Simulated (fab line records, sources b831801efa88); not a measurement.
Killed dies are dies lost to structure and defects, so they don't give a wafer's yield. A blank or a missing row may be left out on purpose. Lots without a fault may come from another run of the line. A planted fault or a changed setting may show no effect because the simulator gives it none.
Problem report in the 8D (eight disciplines) form, filled by code | flow gf180mcu | the parts of the form that need people (team, actions taken, sign-off) are left out

1. THE PROBLEM
SALICIDE_TIN_RS at GF_SALICIDE_RS_MEAS_04 reads a mean of 24.62 ohm/sq on 5 wafers of 2 lots; wafers without a fault read 16.28 ohm/sq with a standard deviation of 0.29. That is +29 standard deviations from the usual mean.
The step: measures by four-point-probe.
First seen on wafer L548.1, day 20 01:26, on film_metro-01. The record holds 36 wafers of 12 lots with a number at this step. Rule for "out", or "out of limits": more than 4 standard deviations from the usual mean. The other wafers with a number count as sound.

2. WHAT IT IS AND WHAT IT IS NOT
question                    | is                                     | is not
which readings at this step | SALICIDE_TIN_RS                        | -
which lots                  | L548, L549                             | L535, L536, L537, L538, L540, L541, L544, L547, L557, L558
which wafers of those lots  | L548.1, L548.3, L548.5, L549.1, L549.5 | L549.4
read on which gauges        | film_metro-01, film_metro-04           | film_metro-02
when                        | from day 20 01:26                      | up to then (24 sound wafers); but 7 sound wafers of L549, L557, L558 came after

3. SUSPECTS, AND WHAT RULES EACH OUT
Counting: a tool at a process step up to the reading stays a suspect if it ran every lot that is out. Sound lots after the first of them don't rule it out here, since some wafers of a struck lot are sound.
- the gauge at GF_SALICIDE_RS_MEAS_04: ruled out. The wafers that are out were read on 2 gauges (film_metro-01, film_metro-04).
- pvd_sputter-01 at GF_SALICIDE_SPUTTER_02 (material Co, target thk 10 nm, time 20 s): kept. It ran every lot that is out, first L548 (day 20 01:23); its last sound lot up to then is L547 (day 19 22:28).
Left after counting: pvd_sputter-01 at GF_SALICIDE_SPUTTER_02.

4. THE CAUSE (what the simulator had put in)
Process parameter drift: pvd_sputter-01, from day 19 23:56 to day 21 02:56, at GF_SALICIDE_SPUTTER_02. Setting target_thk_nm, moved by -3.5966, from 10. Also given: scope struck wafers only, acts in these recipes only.
Counting left only this tool.

5. THE CHAIN OF EFFECTS, in route order
Each row: a reading whose mean over the struck wafers that have a number lies more than 3 standard deviations from the usual. Only readings for which the record gives a usual standard deviation are gone through. hours: the time from each lot's start at the first step in this table that gives one to its start at this step, as a median over the lots. sigmas: the change in usual standard deviations.
hours | step                   | reading         | usual        | on struck wafers | change | sigmas
0     | GF_SALICIDE_RS_MEAS_04 | SALICIDE_TIN_RS | 16.28 ohm/sq | 24.62            | +8.34  | +29

6. WHAT WOULD HAVE CAUGHT IT SOONER
In this record the first reading out of limits at a measuring or inspecting step was taken at day 20 01:26, 2 hours after the fault began at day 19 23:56.
Of the tool readings at GF_SALICIDE_SPUTTER_02 for which the record gives a usual standard deviation, none was out on any struck wafer, so an alarm limit of 4 standard deviations on them would not have fired.
Of the lots that are out (2), L549 began GF_SALICIDE_SPUTTER_02 on pvd_sputter-01 after day 20 01:26. A hold on the tool at that time would have spared it.
